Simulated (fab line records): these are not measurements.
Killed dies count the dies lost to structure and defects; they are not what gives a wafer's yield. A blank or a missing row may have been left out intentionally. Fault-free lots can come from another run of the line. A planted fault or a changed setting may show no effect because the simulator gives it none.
Which tool did it?    flow sfq line    15 lots, 45 wafers sampled, at 6 steps of a route of 325

== WHAT THE GAUGES SHOWED, per wafer ==
The record holds no reading of a measuring or inspecting step that can be judged against a usual standard deviation.

== EACH LOT AND THE TOOL THAT RAN IT (in order: tool; ch and the chambers of the sampled wafers; start) ==
lot   SFQ_TRILAYER_M2_BARC_OPEN_METAL_ETCH_077  SFQ_TRILAYER_I2_VIA_BARC_OPEN_VIA_ETCH_096  SFQ_TRILAYER_I2_VIA_ETCH_VIA_ETCH_070  SFQ_TRILAYER_M3_LITHO_EXPOSE_076   SFQ_TRILAYER_M3_STRIP_STRIP_079    SFQ_TRILAYER_I3_VIA_STRIP_STRIP_089
L437  rie metal-03 ch 0,1, day 24 06:50         rie diel-03 ch 0,2,3, day 31 13:43          rie diel-03 ch 0,2,3, day 31 13:45     krf scanner-01 ch 0, day 38 00:04  rie metal-04 ch 0,1, day 38 01:35  rie metal-01 ch 0,1, day 44 10:24
L438  rie metal-01 ch 0,1, day 24 13:06         rie diel-03 ch 0,3, day 31 18:31            rie diel-03 ch 0,3, day 31 18:33       krf scanner-01 ch 0, day 38 07:04  rie metal-02 ch 0,1, day 38 08:35  rie metal-02 ch 0,1, day 44 17:24
L439  rie metal-01 ch 0,1, day 24 18:54         rie diel-03 ch 0,2,3, day 32 00:31          rie diel-03 ch 0,2,3, day 32 00:33     krf scanner-01 ch 0, day 38 12:52  rie metal-04 ch 0,1, day 38 14:35  rie metal-01 ch 0,1, day 45 03:00
L440  rie metal-01 ch 0,1, day 24 21:35         rie diel-03 ch 2,3, day 32 06:31            rie diel-03 ch 2,3, day 32 06:33       krf scanner-01 ch 0, day 38 20:16  rie metal-03 ch 0,1, day 38 21:47  rie metal-01 ch 0,1, day 45 09:28
L441  rie metal-04 ch 0,1, day 25 00:35         rie diel-04 ch 0,1,2, day 32 12:31          rie diel-04 ch 0,1,2, day 32 12:33     krf scanner-01 ch 0, day 38 23:40  rie metal-03 ch 0,1, day 39 01:23  rie metal-02 ch 0,1, day 45 14:16
L442  rie metal-04 ch 0,1, day 25 02:59         rie diel-03 ch 2,3, day 32 13:43            rie diel-03 ch 2,3, day 32 13:45       krf scanner-01 ch 0, day 39 02:04  rie metal-03 ch 0,1, day 39 03:47  rie metal-01 ch 0,1, day 45 16:40
L443  rie metal-01 ch 0, day 25 05:18           rie diel-01 ch 1,2, day 32 16:07            rie diel-01 ch 1,2, day 32 16:09       krf scanner-01 ch 0, day 39 04:40  rie metal-04 ch 0,1, day 39 06:11  rie metal-03 ch 0,1, day 45 19:04
L450  rie metal-03 ch 1, day 37 10:14           rie diel-01 ch 1,3, day 38 06:13            rie diel-01 ch 1,3, day 38 06:16       krf scanner-02, day 43 20:48       rie metal-03 ch 0,1, day 43 22:19  rie metal-03 ch 0,1, day 49 19:19
L451  rie metal-03 ch 0,1, day 38 07:25         rie diel-01 ch 0,1,2, day 39 07:22          rie diel-01 ch 0,1,2, day 39 07:25     krf scanner-01, day 44 19:19       rie metal-02 ch 0,1, day 44 21:02  rie metal-01 ch 0,1, day 50 13:27
L452  rie metal-01 ch 0,1, day 39 01:23         rie diel-01 ch 0,1, day 40 06:14            rie diel-01 ch 0,1, day 40 06:17       krf scanner-02, day 44 21:06       rie metal-02 ch 0,1, day 44 22:37  rie metal-03 ch 0,1, day 50 14:51
L456  rie metal-01 ch 1, day 39 21:35           rie diel-01 ch 0,3, day 46 10:31            rie diel-01 ch 0,3, day 46 10:34       krf scanner-01 ch 0, day 46 12:30  rie metal-04 ch 1, day 46 14:13    rie metal-03 ch 0,1, day 52 06:11
L457  rie metal-03 ch 0,1, day 40 04:46         rie diel-01 ch 1,2,3, day 46 16:31          rie diel-01 ch 1,2,3, day 46 16:34     krf scanner-01 ch 0, day 46 18:31  rie metal-03 ch 0,1, day 46 20:14  rie metal-02 ch 0,1, day 52 07:23
L458  rie metal-03 ch 0,1, day 40 08:23         rie diel-03 ch 0,1,2, day 46 20:07          rie diel-03 ch 0,1,2, day 46 20:10     krf scanner-01 ch 0, day 52 08:08  rie metal-02 ch 0,1, day 52 09:51  rie metal-03 ch 0,1, day 52 18:04
L459  rie metal-03 ch 0,1, day 40 17:00         rie diel-01 ch 0,1,2, day 47 03:27          rie diel-01 ch 0,1,2, day 47 03:29     krf scanner-01 ch 0, day 52 14:08  rie metal-03 ch 0,1, day 52 15:51  rie metal-03 ch 0,1, day 53 06:11
L460  rie metal-04 ch 0,1, day 40 18:12         rie diel-03 ch 1,2,3, day 47 07:03          rie diel-03 ch 1,2,3, day 47 07:05     krf scanner-01 ch 0, day 52 17:44  rie metal-02 ch 1, day 52 19:27    rie metal-02 ch 1, day 53 07:56
- SFQ_TRILAYER_M2_BARC_OPEN_METAL_ETCH_077: etches BARC in O2, target depth 125 nm, time 41.7 s.
- SFQ_TRILAYER_I2_VIA_BARC_OPEN_VIA_ETCH_096: etches BARC in O2, target depth 125 nm, time 41.7 s.
- SFQ_TRILAYER_I2_VIA_ETCH_VIA_ETCH_070: etches SiO2 in CHF3, stops on Nb, target depth 260 nm.
- SFQ_TRILAYER_M3_LITHO_EXPOSE_076: exposes mask M3, target cd 500 nm.
- SFQ_TRILAYER_M3_STRIP_STRIP_079: strips in O2.
- SFQ_TRILAYER_I3_VIA_STRIP_STRIP_089: strips in O2.

== AS READ BY THE TOOLS THEMSELVES (means over the sampled wafers that have a number; for cases with no such wafer, the mark the record gives instead) ==
SFQ_TRILAYER_M2_BARC_OPEN_METAL_ETCH_077.
lot   tool          bias w (W)  chamber pressure mTorr (mTorr)  drypump motor current A (A)  oes product au (a.u.)
L437  rie metal-03  79.82       10.003                          6.0                          0.681
L438  rie metal-01  80.28       9.998                           6.1                          0.686
L439  rie metal-01  80.17       9.997                           6.1                          0.683
L440  rie metal-01  80.35       10.000                          6.1                          0.679
L441  rie metal-04  80.10       10.007                          5.3                          0.686
L442  rie metal-04  79.93       9.999                           5.6                          0.685
L443  rie metal-01  79.75       9.997                           6.5                          0.682
L450  rie metal-03  79.99       10.005                          6.0                          0.688
L451  rie metal-03  79.85       9.999                           6.1                          0.681
L452  rie metal-01  79.94       9.991                           6.1                          0.685
L456  rie metal-01  80.23       10.006                          5.9                          0.687
L457  rie metal-03  79.98       9.991                           6.1                          0.684
L458  rie metal-03  80.07       10.001                          6.1                          0.685
L459  rie metal-03  80.06       10.005                          6.0                          0.688
L460  rie metal-04  80.26       10.004                          5.3                          0.681

SFQ_TRILAYER_I2_VIA_BARC_OPEN_VIA_ETCH_096.
lot   tool         bias w (W)  chamber pressure mTorr (mTorr)  drypump motor current A (A)  oes product au (a.u.)
L437  rie diel-03  80.11       29.989                          5.6                          0.685
L438  rie diel-03  80.17       30.018                          5.5                          0.683
L439  rie diel-03  79.79       29.984                          5.6                          0.688
L440  rie diel-03  79.82       30.015                          5.8                          0.685
L441  rie diel-04  79.84       29.998                          5.3                          0.685
L442  rie diel-03  80.03       29.981                          5.9                          0.682
L443  rie diel-01  79.85       29.994                          6.1                          0.688
L450  rie diel-01  -           -                               -                            -
L451  rie diel-01  -           -                               -                            -
L452  rie diel-01  -           -                               -                            -
L456  rie diel-01  80.07       29.972                          5.6                          0.686
L457  rie diel-01  79.91       30.031                          6.0                          0.688
L458  rie diel-03  79.91       29.994                          5.6                          0.684
L459  rie diel-01  80.07       29.997                          5.8                          0.687
L460  rie diel-03  80.26       29.996                          5.9                          0.685

SFQ_TRILAYER_I2_VIA_ETCH_VIA_ETCH_070.
lot   tool         bias w (W)  chamber pressure mTorr (mTorr)  drypump motor current A (A)  oes product au (a.u.)
L437  rie diel-03  79.91       29.993                          5.6                          0.859
L438  rie diel-03  79.85       29.968                          5.5                          0.859
L439  rie diel-03  80.15       30.004                          5.7                          0.850
L440  rie diel-03  80.03       29.984                          5.8                          0.857
L441  rie diel-04  80.07       30.011                          5.3                          0.860
L442  rie diel-03  80.02       30.011                          5.9                          0.857
L443  rie diel-01  80.01       29.995                          6.1                          0.853
L450  rie diel-01  80.41       29.999                          5.8                          0.371
L451  rie diel-01  80.03       30.003                          5.8                          0.376
L452  rie diel-01  79.81       29.993                          5.7                          0.375
L456  rie diel-01  80.09       30.028                          5.5                          0.856
L457  rie diel-01  80.12       30.013                          6.0                          0.851
L458  rie diel-03  80.02       30.008                          5.6                          0.855
L459  rie diel-01  79.92       30.033                          5.8                          0.855
L460  rie diel-03  80.09       30.003                          5.9                          0.859

SFQ_TRILAYER_M3_LITHO_EXPOSE_076.
lot   tool            exposure dose mJ cm2  focus offset nm (nm)
L437  krf scanner-01  14.397                0.4
L438  krf scanner-01  14.408                0.0
L439  krf scanner-01  14.399                0.7
L440  krf scanner-01  14.399                -0.2
L441  krf scanner-01  14.406                -0.0
L442  krf scanner-01  14.417                0.3
L443  krf scanner-01  14.385                0.2
L450  krf scanner-02  -                     -
L451  krf scanner-01  -                     -
L452  krf scanner-02  -                     -
L456  krf scanner-01  14.419                0.1
L457  krf scanner-01  14.399                0.3
L458  krf scanner-01  14.415                0.0
L459  krf scanner-01  14.390                -0.2
L460  krf scanner-01  14.389                0.4

SFQ_TRILAYER_M3_STRIP_STRIP_079.
lot   tool          drypump motor current A (A)  oes product au (a.u.)
L437  rie metal-04  5.6                          0.998
L438  rie metal-02  5.7                          0.997
L439  rie metal-04  5.4                          1.003
L440  rie metal-03  6.1                          0.999
L441  rie metal-03  6.1                          1.010
L442  rie metal-03  6.1                          1.006
L443  rie metal-04  5.6                          1.004
L450  rie metal-03  6.0                          1.003
L451  rie metal-02  6.0                          0.989
L452  rie metal-02  5.7                          0.998
L456  rie metal-04  5.9                          1.003
L457  rie metal-03  6.1                          1.006
L458  rie metal-02  5.7                          1.001
L459  rie metal-03  6.1                          1.001
L460  rie metal-02  5.5                          0.991

SFQ_TRILAYER_I3_VIA_STRIP_STRIP_089.
lot   tool          drypump motor current A (A)  oes product au (a.u.)
L437  rie metal-01  6.07                         0.998
L438  rie metal-02  5.70                         0.990
L439  rie metal-01  6.25                         0.991
L440  rie metal-01  6.10                         0.998
L441  rie metal-02  6.00                         0.991
L442  rie metal-01  6.27                         0.994
L443  rie metal-03  6.02                         1.003
L450  rie metal-03  6.06                         1.006
L451  rie metal-01  6.24                         0.998
L452  rie metal-03  6.06                         1.003
L456  rie metal-03  6.03                         1.001
L457  rie metal-02  5.73                         0.997
L458  rie metal-03  6.02                         1.005
L459  rie metal-03  6.05                         1.009
L460  rie metal-02  5.43                         0.997

== THE ANSWER, worked out from the rows above alone ==
Rule: the usual values come from the lots themselves. Put in order of their means at a reading, lots are off if they are a third of the lots or fewer, leave a main group of 4 or more, and stand apart from it by a gap of 3 or more times the standard deviation of the main group's means; of several such gaps the widest counts. A main group whose means are all the same, to the digits that the tables above print for the reading, isn't used. A lot without any number at a reading at which 4 lots or more have one is off too. All remaining lots with rows at the step are treated as sound. The gauges are gone through in route order, then the tools' own readings, and for those a lot's mean is taken as printed above. The first step at which some lot is off is used, and at that step the reading that is off furthest; a lot without a number counts as furthest.
Off, at SFQ_TRILAYER_I2_VIA_BARC_OPEN_VIA_ETCH_096 on bias w: L450, L451, L452. Without a number there: L450, L451, L452. For the main group the mean is 79.99 W and the standard deviation 0.15.
If a tool, at that step or one of the process steps before it, ran each lot that is off and ran no sound lot following the first of them, it fits. No candidate that was tried fits.

== WHAT HAD BEEN PUT IN BY THE SIMULATOR ==
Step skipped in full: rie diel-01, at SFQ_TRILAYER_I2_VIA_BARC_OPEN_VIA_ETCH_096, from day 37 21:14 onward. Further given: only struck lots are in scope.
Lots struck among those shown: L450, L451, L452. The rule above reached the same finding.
